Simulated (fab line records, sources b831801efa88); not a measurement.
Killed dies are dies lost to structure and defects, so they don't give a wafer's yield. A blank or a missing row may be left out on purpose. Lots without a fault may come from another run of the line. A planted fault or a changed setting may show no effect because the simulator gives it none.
fab line records | flow sfq_line
record lots=6 wafers=18 last_day=80
route steps=325 shown I2@111 M3@118
lots that met no fault: from a run of the same line without faults
start_h: hours from the record's first day to the start of the lot's first wafer shown | wait_h: hours since the lot's step before | " the same as in the row above | L1.1+2: a row that stands for several wafers | - no value, or no start given | * or withheld: withheld | < > ~ a bound
route shown NAME@n: a module of which the file shows steps, and the number in the route of the first | usual: mean/standard deviation of fault-free wafers | same: alike in all rows | chamber/n: place in a boat | sites: the reading at each site | _std_site: their standard deviation | _edge_site: outer sites' mean less inner sites' | radius_mm: how far each site lies from the wafer's centre | mask NAME#n: copy n | behind: the tool/chamber that last shaped the wafer | hold: why the lot was held/for how many hours/how that ended | device: the transistor (n, p or np) that didn't switch | end of line: the same wafers' tests at the end of the route | a step without rows: its recipe alone | killed: dies lost to structure and defects at the first sort, not the wafer's yield | map: a wafer's dies, x killed, . not, _ none there
set.NAME: the setting as run; set.NAME@STEP: as run at that earlier step | model.NAME: the simulator's own value behind a step, which no gauge read
lots at some steps of the route; a table a step, a row a wafer
services: from which hour (start_h, from the record's first day; less than 0 if before it) a tool's chamber was out of use, for how many hours, and why
## steps
# step SFQ_TRILAYER_I2_VIA_LITHO_PEB_070
# recipe peb_temp_c=115 peb_time_s=60 resist=KrF
# step SFQ_TRILAYER_I2_VIA_LITHO_DEVELOP_069
# recipe time_s=60 resist=KrF
# step SFQ_I2_OVL_MEAS_918
# usual I2_OVL=-7/4.9
# columns lot.wafer tool chamber start_h wait_h I2_OVL[nm]
L849.2 overlay-01 - 530.64 0.1 -9
L849.3 " - " " -3
L849.4 " - " " 3
L855.2 overlay-01 - 587.58 0.1 -5
L855.4 " - " " -10
L855.6 " - " " -9
L864.3 overlay-01 - 650.63 0.1 -11
L864.4 " - " " -12
L864.6 " - " " -7
L865.1 overlay-02 - 665.77 0.1 -14
L865.2 " - " " -9
L865.4 " - " " -6
L869.3 overlay-01 - 706.58 0.1 -5
L869.4 " - " " -7
L869.5 " - " " -5
L870.1 overlay-01 - 711.37 0.1 -3
L870.3 " - " " 0
L870.5 " - " " 3
# step SFQ_TRILAYER_I2_VIA_BARC_OPEN_VIA_ETCH_096
# recipe mask_material=PR chemistry=O2 target_depth_nm=125 target=BARC source_w=500 bias_w=80 pressure_mtorr=30 time_s=41.7
# usual chamber_pressure_mTorr=30.002/0.025 drypump_motor_current_A=5.9/0.38 oes_product_au=0.685/0.0047
# columns lot.wafer tool chamber start_h wait_h chamber_pressure_mTorr drypump_motor_current_A oes_product_au rf_hours_counter_h
L849.2 rie_diel-02 2 530.67 0.0 29.944 5.8 0.683 86
L849.3 " 0 " " 29.983 6.0 0.688 12
L849.4 " 3 " " 30.034 5.8 0.683 16
L855.2 rie_diel-04 3 587.61 0.0 30.057 5.3 0.691 34
L855.4 " 2 " " 30.009 6.0 0.693 13
L855.6 " 2 " " 30.022 6.0 0.686 -
L864.3 rie_diel-01 2 650.66 0.0 29.938 5.8 0.677 13
L864.4 " 0 " " 30.003 5.6 0.682 13
L864.6 " 3 " " 30.015 6.2 0.692 -
L865.1 rie_diel-01 2 665.81 0.0 30.024 5.8 0.682 14
L865.2 " 0 " " 30.010 5.6 0.693 14
L865.4 " 3 " " 29.994 6.2 0.691 13
L869.3 rie_diel-04 3 706.61 0.0 30.004 5.3 0.686 37
L869.4 " 2 " " 30.041 6.0 0.678 16
L869.5 " 0 " " 29.954 5.7 0.687 -
L870.1 rie_diel-04 3 711.41 0.0 29.978 5.3 0.689 37
L870.3 " 2 " " 29.995 6.0 0.678 16
L870.5 " 1 " " 30.002 6.6 0.687 -
# step SFQ_TRILAYER_I2_VIA_ETCH_VIA_ETCH_070
# recipe target=SiO2 stop_on=Nb mask_material=PR taper_deg=20 chemistry=CHF3 target_depth_nm=260 source_w=500 bias_w=80 pressure_mtorr=30 time_s=withheld
# usual chamber_pressure_mTorr=29.999/0.026 drypump_motor_current_A=5.9/0.38 oes_product_au=0.855/0.0057
# columns lot.wafer tool chamber start_h wait_h chamber_pressure_mTorr drypump_motor_current_A oes_product_au
L849.2 rie_diel-02 2 530.71 0.0 29.940 5.9 0.862
L849.3 " 0 " " 29.963 6.0 0.850
L849.4 " 3 " " 29.982 5.8 0.852
L855.2 rie_diel-04 3 587.65 0.0 29.996 5.3 0.853
L855.4 " 2 " " 30.046 6.0 0.856
L855.6 " 2 " " 29.998 6.0 0.856
L864.3 rie_diel-01 2 650.70 0.0 30.017 5.8 0.848
L864.4 " 0 " " 30.048 5.6 0.849
L864.6 " 3 " " 29.967 6.2 0.862
L865.1 rie_diel-01 2 665.85 0.0 30.021 5.8 0.852
L865.2 " 0 " " 30.005 5.5 0.859
L865.4 " 3 " " 29.976 6.2 0.855
L869.3 rie_diel-04 3 706.65 0.0 29.985 5.3 0.846
L869.4 " 2 " " 30.021 6.0 0.850
L869.5 " 0 " " 29.982 5.7 0.858
L870.1 rie_diel-04 3 711.45 0.0 30.003 5.3 0.855
L870.3 " 2 " " 30.006 6.0 0.856
L870.5 " 1 " " 30.004 6.6 0.859
# step SFQ_TRILAYER_I2_VIA_STRIP_STRIP_071
# recipe gas=O2 power_w=200 platen_temp_c=40 overash_fraction=0.65 chemistry=O2 pressure_mtorr=50
# usual chamber_pressure_mTorr=50.00/0.044 drypump_motor_current_A=5.3/0.38 oes_product_au=1.004/0.01
# columns lot.wafer tool chamber start_h wait_h chamber_pressure_mTorr drypump_motor_current_A oes_product_au rf_hours_counter_h
L849.2 rie_metal-01 1 530.83 - 49.86 5.1 1.007 34
L849.3 " 1 " " 50.06 5.2 1.012 -
L849.4 " 0 " " 50.06 5.1 0.987 -
L855.2 rie_metal-04 0 587.76 - 50.04 5.1 1.021 27
L855.4 " 1 " " 50.02 4.8 1.015 -
L855.6 " 0 " " 50.01 5.1 1.024 -
L864.3 rie_metal-02 0 651.01 - 49.98 5.7 0.995 -
L864.4 " 1 " " 50.02 5.9 0.988 -
L864.6 " 0 " " 50.06 5.7 1.001 -
L865.1 rie_metal-02 1 665.96 - 49.97 5.9 0.996 91
L865.2 " 0 " " 49.95 5.7 0.995 124
L865.4 " 1 " " 49.99 6.0 0.982 -
L869.3 rie_metal-02 0 706.96 - 50.00 5.8 0.991 -
L869.4 " 1 " " 49.97 5.9 0.995 -
L869.5 " 0 " " 49.95 5.8 0.996 -
L870.1 rie_metal-04 1 711.56 - 50.00 4.9 1.021 80
L870.3 " 0 " " 49.99 5.1 1.010 -
L870.5 " 0 " " 49.94 5.1 1.006 -
# step SFQ_TRILAYER_I2_VIA_STRIP_SOLV_CLEAN_072
# recipe chemistry=NMP temp_c=70 time_s=600
# step SFQ_TRILAYER_M3_DEP_PRE_CLEAN_074
# recipe gas=Ar time_s=22.5 bias_v=250
# step SFQ_TRILAYER_M3_DEP_SPUTTER_073
# recipe material=Nb base_pressure_pa=1.33e-06 chamber_pressure_pa=0.1333 substrate_temp_c=20 resputter_cathode_voltage_v=400 target_thk_nm=200 power_w=2000 time_s=133.3
# step SFQ_M3_RS_MEAS_919
# recipe thk_meas_gauge=four-point-probe reads=Nb_of_TRILAYER_M3_DEP_SPUTTER_073
# usual M3_NB_RS=0.889/0.012
# columns lot.wafer tool chamber start_h wait_h M3_NB_RS[ohm/sq]
L849.2 film_metro-02 - 531.74 0.1 0.878
L849.3 " - " " 0.906
L849.4 " - " " 0.897
L855.2 film_metro-01 - 588.68 0.1 0.887
L855.4 " - " " 0.895
L855.6 " - " " 0.892
L864.3 film_metro-02 - 651.75 0.1 0.883
L864.4 " - " " 0.881
L864.6 " - " " 0.879
L865.1 film_metro-02 - 666.87 0.0 0.888
L865.2 " - " " 0.905
L865.4 " - " " 0.910
L869.3 film_metro-02 - 707.70 0.1 0.879
L869.4 " - " " 0.889
L869.5 " - " " 0.890
L870.1 film_metro-01 - 712.46 0.0 0.876
L870.3 " - " " 0.882
L870.5 " - " " 0.903
# step SFQ_TRILAYER_M3_LITHO_COAT_080
# recipe resist=BARC spin_rpm=3000 resist_thk_nm=62
# step SFQ_TRILAYER_M3_LITHO_COAT_075
# recipe resist=KrF spin_rpm=3000 resist_thk_nm=600
# usual dispense_pressure_kPa=50.4/1.8
# columns lot.wafer tool chamber start_h wait_h dispense_pressure_kPa model.KrF_of_TRILAYER_M3_LITHO_COAT_075.thk_nm
L849.2 litho_track-02 0 532.25 0.2 52.4 598.3
L849.3 " 0 " " 52.4 597.7
L849.4 " 0 " " 52.5 596.8
L855.2 litho_track-03 0 589.19 0.2 50.5 600.4
L855.4 " 0 " " 50.5 599.3
L855.6 " 0 " " 50.6 600.3
L864.3 litho_track-02 0 652.29 0.2 52.4 591.2
L864.4 " 0 " " 52.5 590.6
L864.6 " 0 " " 52.5 589.9
L865.1 litho_track-02 0 667.35 0.2 52.5 588.1
L865.2 " 0 " " 52.4 589.1
L865.4 " 0 " " 52.5 587.6
L869.3 litho_track-01 0 708.24 0.2 47.9 600.2
L869.4 " 0 " " 47.9 600.2
L869.5 " 0 " " 47.9 601.3
L870.1 litho_track-03 0 712.94 0.2 50.5 603.4
L870.3 " 0 " " 50.5 600.6
L870.5 " 0 " " 50.5 601.2
# step SFQ_TRILAYER_M3_LITHO_SOFTBAKE_079
# recipe temp_c=withheld time_s=withheld resist=KrF
# step SFQ_TRILAYER_M3_LITHO_EXPOSE_076
# recipe mask_id=M3 na=0.6 source_shape=conventional sigma_outer=0.65 target_cd_nm=500 dose_mj=14.4
# step SFQ_TRILAYER_M3_LITHO_PEB_078
# recipe peb_temp_c=115 peb_time_s=60 resist=KrF
# step SFQ_TRILAYER_M3_LITHO_DEVELOP_077
# recipe time_s=60 resist=KrF
# step SFQ_M3_OVL_MEAS_921
# usual M3_OVL=-1/4.1
# columns lot.wafer tool chamber start_h wait_h M3_OVL[nm]
L849.2 overlay-02 - 629.48 0.1 -5
L849.3 " - " " -4
L849.4 " - " " -11
L855.2 overlay-02 - 692.18 0.1 -1
L855.4 " - " " -3
L855.6 " - " " -2
L864.3 overlay-01 - 746.18 0.1 1
L864.4 " - " " 4
L864.6 " - " " -5
L865.1 overlay-02 - 759.37 0.1 0
L865.2 " - " " 0
L865.4 " - " " -1
L869.3 overlay-01 - 792.88 0.1 4
L869.4 " - " " 0
L869.5 " - " " 1
L870.1 overlay-02 - 796.47 0.1 0
L870.3 " - " " -1
L870.5 " - " " 3
# step SFQ_TRILAYER_M3_BARC_OPEN_METAL_ETCH_100
# recipe mask_material=PR chemistry=O2 target_depth_nm=125 target=BARC icp_w=600 bias_w=80 pressure_mtorr=10 time_s=41.7
# usual chamber_pressure_mTorr=10.001/0.0093 drypump_motor_current_A=5.19/0.17 oes_product_au=0.685/0.0049
# columns lot.wafer tool chamber start_h wait_h chamber_pressure_mTorr drypump_motor_current_A oes_product_au rf_hours_counter_h
L849.2 rie_metal-03 0 629.51 0.0 9.990 5.31 0.680 26
L849.3 " 1 " " 9.977 5.42 0.685 -
L849.4 " 0 " " 10.008 5.31 0.682 -
L855.2 rie_metal-04 0 692.21 0.0 9.983 5.08 0.684 48
L855.4 " 0 " " 10.001 5.06 0.698 -
L855.6 " 1 " " 10.017 4.84 0.688 -
L864.3 rie_metal-03 0 746.23 0.0 10.000 5.30 0.690 -
L864.4 " 1 " " 10.007 5.40 0.690 -
L864.6 " 0 " " 9.996 5.32 0.689 -
L865.1 rie_metal-01 0 759.41 0.0 9.994 5.05 0.682 106
L865.2 " 1 " " 10.009 5.16 0.692 77
L865.4 " 1 " " 10.009 5.14 0.689 -
L869.3 rie_metal-03 0 792.93 0.0 10.000 5.31 0.691 -
L869.4 " 1 " " 9.995 5.44 0.689 -
L869.5 " 1 " " 10.011 5.42 0.676 -
L870.1 rie_metal-04 1 796.51 0.0 9.985 4.89 0.680 93
L870.3 " 1 " " 10.001 4.86 0.684 -
L870.5 " 0 " " 10.016 5.05 0.691 -
# step SFQ_TRILAYER_M3_ETCH_METAL_ETCH_078
# recipe target=Nb stop_on=SiO2 mask_material=PR chemistry=Cl2/Ar target_depth_nm=240 icp_w=600 bias_w=80 pressure_mtorr=10 time_s=120
# usual chamber_pressure_mTorr=10.000/0.0094 drypump_motor_current_A=5.19/0.16 oes_product_au=0.894/0.0087
# columns lot.wafer tool chamber start_h wait_h chamber_pressure_mTorr drypump_motor_current_A oes_product_au rf_hours_counter_h model.KrF_of_TRILAYER_M3_LITHO_COAT_075.thk_nm
L849.2 rie_metal-03 0 629.57 0.0 10.007 5.29 0.894 26 379.5
L849.3 " 1 " " 10.002 5.39 0.877 - 377.1
L849.4 " 0 " " 9.991 5.29 0.886 - 376.7
L855.2 rie_metal-04 0 692.27 0.0 10.017 5.05 0.897 48 383
L855.4 " 0 " " 9.987 5.06 0.889 - 381.3
L855.6 " 1 " " 10.009 4.86 0.898 - 383.6
L864.3 rie_metal-03 0 746.31 0.1 10.001 5.30 0.896 - 373.4
L864.4 " 1 " " 9.991 5.40 0.898 - 368.1
L864.6 " 0 " " 10.004 5.29 0.905 - 371.8
L865.1 rie_metal-01 0 759.47 0.0 10.002 5.07 0.900 106 366.1
L865.2 " 1 " " 10.007 5.15 0.881 77 362.7
L865.4 " 1 " " 9.988 5.18 0.881 - 361.1
L869.3 rie_metal-03 0 793.01 0.1 9.995 5.29 0.900 - 386.2
L869.4 " 1 " " 10.005 5.44 0.893 - 379.7
L869.5 " 1 " " 10.001 5.41 0.895 - 381.6
L870.1 rie_metal-04 1 796.57 0.0 10.024 4.87 0.907 93 384.3
L870.3 " 1 " " 9.990 4.88 0.901 - 381.5
L870.5 " 0 " " 9.996 5.06 0.885 - 376.4
# step SFQ_TRILAYER_M3_STRIP_STRIP_079
# recipe gas=O2 power_w=200 platen_temp_c=40 overash_fraction=0.65 chemistry=O2 pressure_mtorr=50
# usual chamber_pressure_mTorr=50.00/0.048 drypump_motor_current_A=5.19/0.16 oes_product_au=1.007/0.012
# columns lot.wafer tool chamber start_h wait_h chamber_pressure_mTorr drypump_motor_current_A oes_product_au rf_hours_counter_h
L849.2 rie_metal-03 0 629.69 0.1 49.99 5.28 1.004 26
L849.3 " 1 " " 49.98 5.42 1.014 -
L849.4 " 0 " " 49.95 5.28 1.007 -
L855.2 rie_metal-04 0 692.39 0.1 49.97 5.07 0.998 48
L855.4 " 0 " " 50.03 5.07 0.996 -
L855.6 " 1 " " 50.02 4.84 0.990 -
L864.3 rie_metal-03 0 746.59 0.2 50.02 5.30 1.003 -
L864.4 " 1 " " 50.01 5.40 1.019 -
L864.6 " 0 " " 50.03 5.30 1.018 -
L865.1 rie_metal-01 0 759.59 0.1 50.04 5.06 1.006 106
L865.2 " 1 " " 49.97 5.17 1.022 77
L865.4 " 1 " " 49.99 5.15 1.015 -
L869.3 rie_metal-03 0 793.29 0.2 50.00 5.31 0.972 -
L869.4 " 1 " " 49.92 5.41 0.998 -
L869.5 " 1 " " 50.00 5.41 1.008 -
L870.1 rie_metal-04 1 796.69 0.1 49.94 4.84 0.992 93
L870.3 " 1 " " 50.03 4.83 0.995 -
L870.5 " 0 " " 50.07 5.05 1.013 -
## services
# columns tool chamber start_h hours kind
rie_metal-03 0 508.63 - clean
rie_metal-03 0 508.63 13.3 scheduled_down
rie_metal-03 0 508.63 13.3 vent_cycle
rie_metal-03 - 530.76 5.5 repair
rie_metal-03 1 536.24 - clean
rie_metal-03 1 536.24 16.1 scheduled_down
rie_metal-03 1 536.24 16.1 vent_cycle
rie_diel-02 - 539.12 1.2 repair
rie_diel-04 0 544.16 1.6 repair
rie_diel-04 - 558.42 0.5 repair
rie_metal-02 - 576.12 40.3 repair
rie_diel-04 0 593.92 4.2 repair
rie_diel-04 0 598.17 - clean
rie_diel-04 0 598.17 15.8 scheduled_down
rie_metal-02 0 609.02 1.0 repair
rie_diel-04 1 615.99 23.8 repair
rie_diel-02 - 619.74 1.1 repair
rie_diel-01 2 634.35 6.3 repair
rie_diel-01 3 657.23 2.6 repair
rie_diel-01 3 683.71 2.0 repair
rie_diel-04 0 725.00 1.3 repair
rie_diel-02 0 728.57 15.1 repair
rie_diel-04 - 742.44 0.2 repair
rie_metal-04 1 749.18 16.4 repair
## key
first_sign none at tools or gauges
model_effect step=SFQ_TRILAYER_M3_LITHO_COAT_075 value=KrF_of_TRILAYER_M3_LITHO_COAT_075.thk_nm without=598.2 struck=589.4
model_effect step=SFQ_TRILAYER_M3_ETCH_METAL_ETCH_078 value=KrF_of_TRILAYER_M3_LITHO_COAT_075.thk_nm without=375.9 struck=367.2
met_at SFQ_TRILAYER_M3_LITHO_COAT_075
struck_wafers L864.3,L864.4,L864.6,L865.1,L865.2,L865.4
onset_between 532.25 652.29
also_fits SFQ_TRILAYER_I2_VIA_BARC_OPEN_VIA_ETCH_096:rie_diel-01,SFQ_TRILAYER_I2_VIA_ETCH_VIA_ETCH_070:rie_diel-01
fault kind=process_parameter_drift tool=litho_track-02 chamber=- onset_h=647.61 steps=SFQ_TRILAYER_M3_LITHO_COAT_075 channel=resist_thk_nm offset=-8.7805 shape=step end_h=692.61 acts_in=these_recipes_only stated=600
